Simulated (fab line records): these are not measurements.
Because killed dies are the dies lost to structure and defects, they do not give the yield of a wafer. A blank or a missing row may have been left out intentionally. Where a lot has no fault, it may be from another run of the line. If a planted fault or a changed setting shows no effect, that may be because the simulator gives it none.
Which tool did it? :: flow gf180mcu :: 13 lots, 39 wafers sampled, at 4 steps of a route of 602

## WHAT THE GAUGES READ, wafer by wafer
GF_VT_IMPLANT_TW_MEAS_32. Usual: for VT_IMPLANT_3_TW the level is 265.9 and the standard deviation is 2.8.
lot: L740
measured: day 7 20:45
on: filmMetro-04
VT_IMPLANT_3_TW: 262.9 263.6 264.1
flag: 

lot: L741
measured: day 8 06:53
on: filmMetro-04
VT_IMPLANT_3_TW: 263.8 264.1 263.5
flag: 

lot: L744
measured: day 9 01:24
on: filmMetro-04
VT_IMPLANT_3_TW: 263.5 262.3 262.5
flag: 

lot: L747
measured: day 9 15:37
on: filmMetro-01
VT_IMPLANT_3_TW: 267.4 267.7 268.2
flag: 

lot: L748
measured: day 10 00:31
on: filmMetro-04
VT_IMPLANT_3_TW: 262.5 262.2 262.8
flag: 

lot: L751
measured: day 10 17:16
on: filmMetro-01
VT_IMPLANT_3_TW: 266.8 266.9 267.0
flag: 

lot: L752
measured: day 10 23:48
on: filmMetro-01
VT_IMPLANT_3_TW: 267.6 269.5 269.0
flag: 

lot: L753
measured: day 11 05:21
on: filmMetro-01
VT_IMPLANT_3_TW: 268.7 268.0 267.7
flag: 

lot: L758
measured: day 12 11:14
on: filmMetro-04
VT_IMPLANT_3_TW: 264.4 263.7 264.1
flag: 

lot: L759
measured: day 12 15:22
on: filmMetro-04
VT_IMPLANT_3_TW: 264.2 263.1 263.2
flag: 

lot: L760
measured: day 12 22:25
on: filmMetro-04
VT_IMPLANT_3_TW: 264.4 265.2 262.0
flag: 

lot: L762
measured: day 13 11:50
on: filmMetro-01
VT_IMPLANT_3_TW: 269.6 268.4 268.6
flag: 

lot: L763
measured: day 13 14:28
on: filmMetro-04
VT_IMPLANT_3_TW: 263.3 262.3 261.2
flag: 

GF_DUAL_GATE_OVL_MEAS_11. Usual: for DUAL_GATE_OVL the level is -0.4 nm and the standard deviation is 1.3.
lot: L740
measured: day 9 10:19
on: overlay-01
DUAL_GATE_OVL (nm): 0.8 0.0 -0.5
flag: 

lot: L741
measured: day 9 22:01
on: overlay-02
DUAL_GATE_OVL (nm): 1.3 -0.2 -0.8
flag: 

lot: L744
measured: day 10 16:55
on: overlay-01
DUAL_GATE_OVL (nm): 0.1 -1.4 -0.9
flag: 

lot: L747
measured: day 11 11:04
on: overlay-01
DUAL_GATE_OVL (nm): -0.9 -1.0 -0.4
flag: 

lot: L748
measured: day 11 17:27
on: overlay-01
DUAL_GATE_OVL (nm): -0.7 -0.5 0.0
flag: 

lot: L751
measured: day 12 10:29
on: overlay-02
DUAL_GATE_OVL (nm): -1.3 -2.4 -1.2
flag: 

lot: L758
measured: day 14 07:32
on: overlay-01
DUAL_GATE_OVL (nm): -0.7 -0.8 1.8
flag: 

lot: L759
measured: day 14 16:22
on: overlay-01
DUAL_GATE_OVL (nm): 0.7 -2.7 -2.2
flag: 

lot: L760
measured: day 14 21:40
on: overlay-01
DUAL_GATE_OVL (nm): 1.0 0.8 -0.3
flag: 

lot: L762
measured: day 15 10:01
on: overlay-02
DUAL_GATE_OVL (nm): -1.5 -0.5 -1.4
flag: 

lot: L763
measured: day 15 10:58
on: overlay-01
DUAL_GATE_OVL (nm): 1.8 0.6 -1.6
flag: 

## WHICH TOOL RAN EACH LOT (tool, then ch and the chambers of the sampled wafers, then the start)
lot: L740
GF_VT_IMPLANT_STRIP_20: plasmaAsher-04 ch 0,1, day 7 01:48
GF_VT_IMPLANT_STRIP_42: plasmaAsher-01 ch 0,1, day 8 14:19

lot: L741
GF_VT_IMPLANT_STRIP_20: plasmaAsher-01 ch 0,1, day 7 13:00
GF_VT_IMPLANT_STRIP_42: plasmaAsher-01 ch 0,1, day 8 23:47

lot: L744
GF_VT_IMPLANT_STRIP_20: plasmaAsher-01 ch 0,1, day 8 08:08
GF_VT_IMPLANT_STRIP_42: plasmaAsher-04 ch 0,1, day 9 19:03

lot: L747
GF_VT_IMPLANT_STRIP_20: plasmaAsher-04 ch 0,1, day 8 21:56
GF_VT_IMPLANT_STRIP_42: plasmaAsher-01 ch 0,1, day 10 10:03

lot: L748
GF_VT_IMPLANT_STRIP_20: plasmaAsher-03 ch 0,1, day 9 06:10
GF_VT_IMPLANT_STRIP_42: plasmaAsher-04 ch 0,1, day 10 19:36

lot: L751
GF_VT_IMPLANT_STRIP_20: plasmaAsher-04 ch 0,1, day 9 22:53
GF_VT_IMPLANT_STRIP_42: plasmaAsher-04 ch 0,1, day 11 12:43

lot: L752
GF_VT_IMPLANT_STRIP_20: plasmaAsher-01 ch 0,1, day 10 04:56
GF_VT_IMPLANT_STRIP_42: plasmaAsher-01 ch 0,1, day 11 19:34

lot: L753
GF_VT_IMPLANT_STRIP_20: plasmaAsher-03 ch 0,1, day 10 10:21
GF_VT_IMPLANT_STRIP_42: plasmaAsher-04 ch 0,1, day 12 01:17

lot: L758
GF_VT_IMPLANT_STRIP_20: plasmaAsher-04 ch 0,1, day 11 15:16
GF_VT_IMPLANT_STRIP_42: plasmaAsher-01 ch 0,1, day 13 07:53

lot: L759
GF_VT_IMPLANT_STRIP_20: plasmaAsher-04 ch 0,1, day 11 19:30
GF_VT_IMPLANT_STRIP_42: plasmaAsher-01 ch 0,1, day 13 12:39

lot: L760
GF_VT_IMPLANT_STRIP_20: plasmaAsher-03 ch 0,1, day 12 02:04
GF_VT_IMPLANT_STRIP_42: plasmaAsher-01 ch 0,1, day 13 19:37

lot: L762
GF_VT_IMPLANT_STRIP_20: plasmaAsher-03 ch 0,1, day 12 14:38
GF_VT_IMPLANT_STRIP_42: plasmaAsher-03 ch 0,1, day 14 09:02

lot: L763
GF_VT_IMPLANT_STRIP_20: plasmaAsher-04 ch 0,1, day 12 17:50
GF_VT_IMPLANT_STRIP_42: plasmaAsher-01 ch 0,1, day 14 11:20
- GF_VT_IMPLANT_STRIP_20: strips in O2/N2.
- GF_VT_IMPLANT_STRIP_42: strips in O2/N2.

## WHAT THE TOOLS THEMSELVES READ (means of the sampled wafers that have a number; where no wafer has one, the mark that the record gives instead)
GF_VT_IMPLANT_STRIP_20. Usual: chamberPressureMTorr 1499.9 mTorr, standard deviation 1.4; drypumpMotorCurrentA 5.5 A, standard deviation 0.31; heaterPowerW 383 W, standard deviation 53; oesProductAu 0.716 a.u., standard deviation 0.0045; stripTimeToEndpointS 12.62 s, standard deviation 0.042.
lot: L740
tool: plasmaAsher-04
chamberPressureMTorr (mTorr): 1498.4
drypumpMotorCurrentA (A): 5.7
heaterPowerW (W): 404
oesProductAu (a.u.): 0.712
stripTimeToEndpointS (s): 12.64
flag: 

lot: L741
tool: plasmaAsher-01
chamberPressureMTorr (mTorr): 1499.3
drypumpMotorCurrentA (A): 5.6
heaterPowerW (W): 411
oesProductAu (a.u.): 0.718
stripTimeToEndpointS (s): 12.67
flag: 

lot: L744
tool: plasmaAsher-01
chamberPressureMTorr (mTorr): 1499.9
drypumpMotorCurrentA (A): 5.5
heaterPowerW (W): 415
oesProductAu (a.u.): 0.715
stripTimeToEndpointS (s): 12.65
flag: 

lot: L747
tool: plasmaAsher-04
chamberPressureMTorr (mTorr): 1500.0
drypumpMotorCurrentA (A): 5.7
heaterPowerW (W): 398
oesProductAu (a.u.): 0.713
stripTimeToEndpointS (s): 12.66
flag: 

lot: L748
tool: plasmaAsher-03
chamberPressureMTorr (mTorr): 1499.6
drypumpMotorCurrentA (A): 5.4
heaterPowerW (W): 321
oesProductAu (a.u.): 0.719
stripTimeToEndpointS (s): 12.62
flag: 

lot: L751
tool: plasmaAsher-04
chamberPressureMTorr (mTorr): 1500.0
drypumpMotorCurrentA (A): 5.7
heaterPowerW (W): 401
oesProductAu (a.u.): 0.714
stripTimeToEndpointS (s): 12.61
flag: 

lot: L752
tool: plasmaAsher-01
chamberPressureMTorr (mTorr): 1500.2
drypumpMotorCurrentA (A): 5.6
heaterPowerW (W): 439
oesProductAu (a.u.): 0.713
stripTimeToEndpointS (s): 12.60
flag: 

lot: L753
tool: plasmaAsher-03
chamberPressureMTorr (mTorr): 1500.8
drypumpMotorCurrentA (A): 5.4
heaterPowerW (W): 331
oesProductAu (a.u.): 0.718
stripTimeToEndpointS (s): 12.64
flag: 

lot: L758
tool: plasmaAsher-04
chamberPressureMTorr (mTorr): 1499.6
drypumpMotorCurrentA (A): 5.7
heaterPowerW (W): 392
oesProductAu (a.u.): 0.711
stripTimeToEndpointS (s): 12.58
flag: 

lot: L759
tool: plasmaAsher-04
chamberPressureMTorr (mTorr): 1499.2
drypumpMotorCurrentA (A): 5.4
heaterPowerW (W): 365
oesProductAu (a.u.): 0.717
stripTimeToEndpointS (s): 12.65
flag: 

lot: L760
tool: plasmaAsher-03
chamberPressureMTorr (mTorr): 1500.6
drypumpMotorCurrentA (A): 5.4
heaterPowerW (W): 331
oesProductAu (a.u.): 0.716
stripTimeToEndpointS (s): 12.62
flag: 

lot: L762
tool: plasmaAsher-03
chamberPressureMTorr (mTorr): 1500.1
drypumpMotorCurrentA (A): 5.4
heaterPowerW (W): 330
oesProductAu (a.u.): 0.718
stripTimeToEndpointS (s): 12.55
flag: 

lot: L763
tool: plasmaAsher-04
chamberPressureMTorr (mTorr): 1500.3
drypumpMotorCurrentA (A): 5.3
heaterPowerW (W): 364
oesProductAu (a.u.): 0.719
stripTimeToEndpointS (s): 12.68
flag: 

GF_VT_IMPLANT_STRIP_42. Usual: chamberPressureMTorr 1500.0 mTorr, standard deviation 1.4; drypumpMotorCurrentA 5.54 A, standard deviation 0.29; heaterPowerW 398 W, standard deviation 50; oesProductAu 0.716 a.u., standard deviation 0.0044; stripTimeToEndpointS 12.63 s, standard deviation 0.032.
lot: L740
tool: plasmaAsher-01
chamberPressureMTorr (mTorr): 1501.2
drypumpMotorCurrentA (A): 5.63
heaterPowerW (W): 428
oesProductAu (a.u.): 0.714
stripTimeToEndpointS (s): 12.63
flag: 

lot: L741
tool: plasmaAsher-01
chamberPressureMTorr (mTorr): 1500.1
drypumpMotorCurrentA (A): 5.55
heaterPowerW (W): 418
oesProductAu (a.u.): 0.720
stripTimeToEndpointS (s): 12.70
flag: 

lot: L744
tool: plasmaAsher-04
chamberPressureMTorr (mTorr): 1499.9
drypumpMotorCurrentA (A): 5.64
heaterPowerW (W): 402
oesProductAu (a.u.): 0.714
stripTimeToEndpointS (s): 12.66
flag: 

lot: L747
tool: plasmaAsher-01
chamberPressureMTorr (mTorr): 1500.7
drypumpMotorCurrentA (A): 5.63
heaterPowerW (W): 431
oesProductAu (a.u.): 0.715
stripTimeToEndpointS (s): 12.64
flag: 

lot: L748
tool: plasmaAsher-04
chamberPressureMTorr (mTorr): 1500.0
drypumpMotorCurrentA (A): 5.66
heaterPowerW (W): 400
oesProductAu (a.u.): 0.718
stripTimeToEndpointS (s): 12.64
flag: 

lot: L751
tool: plasmaAsher-04
chamberPressureMTorr (mTorr): 1498.4
drypumpMotorCurrentA (A): 5.35
heaterPowerW (W): 363
oesProductAu (a.u.): 0.716
stripTimeToEndpointS (s): 12.65
flag: 

lot: L752
tool: plasmaAsher-01
chamberPressureMTorr (mTorr): -
drypumpMotorCurrentA (A): -
heaterPowerW (W): -
oesProductAu (a.u.): -
stripTimeToEndpointS (s): -
flag: OFF

lot: L753
tool: plasmaAsher-04
chamberPressureMTorr (mTorr): -
drypumpMotorCurrentA (A): -
heaterPowerW (W): -
oesProductAu (a.u.): -
stripTimeToEndpointS (s): -
flag: OFF

lot: L758
tool: plasmaAsher-01
chamberPressureMTorr (mTorr): 1498.7
drypumpMotorCurrentA (A): 5.64
heaterPowerW (W): 434
oesProductAu (a.u.): 0.714
stripTimeToEndpointS (s): 12.60
flag: 

lot: L759
tool: plasmaAsher-01
chamberPressureMTorr (mTorr): 1499.6
drypumpMotorCurrentA (A): 5.57
heaterPowerW (W): 412
oesProductAu (a.u.): 0.715
stripTimeToEndpointS (s): 12.59
flag: 

lot: L760
tool: plasmaAsher-01
chamberPressureMTorr (mTorr): 1500.3
drypumpMotorCurrentA (A): 5.63
heaterPowerW (W): 436
oesProductAu (a.u.): 0.715
stripTimeToEndpointS (s): 12.62
flag: 

lot: L762
tool: plasmaAsher-03
chamberPressureMTorr (mTorr): 1499.0
drypumpMotorCurrentA (A): 5.38
heaterPowerW (W): 320
oesProductAu (a.u.): 0.720
stripTimeToEndpointS (s): 12.61
flag: 

lot: L763
tool: plasmaAsher-01
chamberPressureMTorr (mTorr): 1500.9
drypumpMotorCurrentA (A): 5.56
heaterPowerW (W): 421
oesProductAu (a.u.): 0.718
stripTimeToEndpointS (s): 12.64
flag: 

## THE ANSWER, worked out from the rows above alone
Rule: take the mean of a lot's wafers that have a number; if it is more than 3 standard deviations from the usual mean, the lot is off. A lot without any number at a reading at which 4 lots or more have one is off too. All remaining lots with rows at the step are treated as sound. Order of review: gauges by route order, followed by the tools' own readings, for which a lot's mean as printed above is used. The first step at which some lot is off is used, and at that step the reading that is off furthest; a lot without a number counts as furthest.
Off, at GF_VT_IMPLANT_STRIP_42 on chamberPressureMTorr: L752, L753. Without a number there: L752, L753.
If a tool, at that step or one of the process steps before it, ran each lot that is off and ran no sound lot following the first of them, it fits. None of those tried fits.

## WHAT THE SIMULATOR HAD PUT IN
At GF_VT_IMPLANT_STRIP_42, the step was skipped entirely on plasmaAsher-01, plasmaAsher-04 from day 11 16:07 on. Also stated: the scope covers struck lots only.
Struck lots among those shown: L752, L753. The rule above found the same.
